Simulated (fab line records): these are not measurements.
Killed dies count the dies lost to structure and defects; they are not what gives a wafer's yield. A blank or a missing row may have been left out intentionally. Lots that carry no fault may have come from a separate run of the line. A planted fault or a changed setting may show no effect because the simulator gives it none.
Problem report, 8D (eight disciplines) form, completed by code | flow sky130 | the parts of the form that need people (team, actions taken, sign-off) are left out

1. THE PROBLEM
run-length-s at SKY_VIA1_SOFTBAKE_08 reads a mean of 84.81 s on 3 wafers of 2 lots; wafers without a fault read 119.26 s with a standard deviation of 0.22. That is -99 or more standard deviations from the usual mean.
The step: time 90 s.
Earliest sighting: wafer L505.1 on litho-track-04 at day 39 23:00. The record holds 42 wafers of 14 lots with a number at this step. By rule, "out" or "out of limits" means more than 4 standard deviations away from the usual mean. All remaining wafers that have a number are taken as sound.

2. WHAT IT IS AND WHAT IT IS NOT
question                    | is                                 | is not
which readings at this step | run-length-s, heater-power-total-W | exhaust-pa
which lots                  | L505, L506                         | L484, L485, L486, L487, L488, L490, L492, L493, L494, L496, L497, L503
which wafers of those lots  | L505.1, L506.1, L506.4             | L505.3, L505.6, L506.6
read on which tools         | litho-track-04                     | litho-track-01, litho-track-02
when                        | from day 39 23:00                  | up to then (36 sound wafers); but 3 sound wafers of L505, L506 came after

3. WHAT RULES OUT EACH SUSPECT
Counting: if a tool at a process step up to the reading ran every lot that is out, it stays a suspect. Sound lots after the first of them don't rule it out here, since some wafers of a struck lot are sound.
- litho-track-04 at SKY_VIA1_SOFTBAKE_08 (time 90 s): kept. It processed each lot that is out (first: L505, day 39 23:00); up to then, its last sound lot is L497 (day 37 19:00). Its own readings are out on those wafers: heater-power-total-W, run-length-s.
Left after counting: litho-track-04 at SKY_VIA1_SOFTBAKE_08.

4. THE CAUSE (what the simulator had put in)
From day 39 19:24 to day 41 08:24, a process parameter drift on litho-track-04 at SKY_VIA1_SOFTBAKE_08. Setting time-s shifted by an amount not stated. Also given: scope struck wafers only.
Only this tool survived the counting.

5. THE CHAIN OF EFFECTS, in route order
One row per reading whose mean, taken over the struck wafers that have a number, lies over 3 standard deviations from the usual. Only readings for which the record gives a usual standard deviation are gone through. hours: the time from each lot's start at the first step in this table that gives one to its start at this step, as a median over the lots. sigmas: the change in usual standard deviations.
hours | step                 | reading              | usual    | on struck wafers | change | sigmas
0     | SKY_VIA1_SOFTBAKE_08 | heater-power-total-W | 57.38 W  | 67.57            | +10.19 | +93
0     | SKY_VIA1_SOFTBAKE_08 | run-length-s         | 119.26 s | 84.81            | -34.45 | -99 or more
It contains these process steps:
- SKY_VIA1_SOFTBAKE_08: time 90 s.

6. WHAT WOULD HAVE CAUGHT IT SOONER
In this record no reading fell out of limits until day 39 23:00, 4 hours after the fault had begun at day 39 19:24.
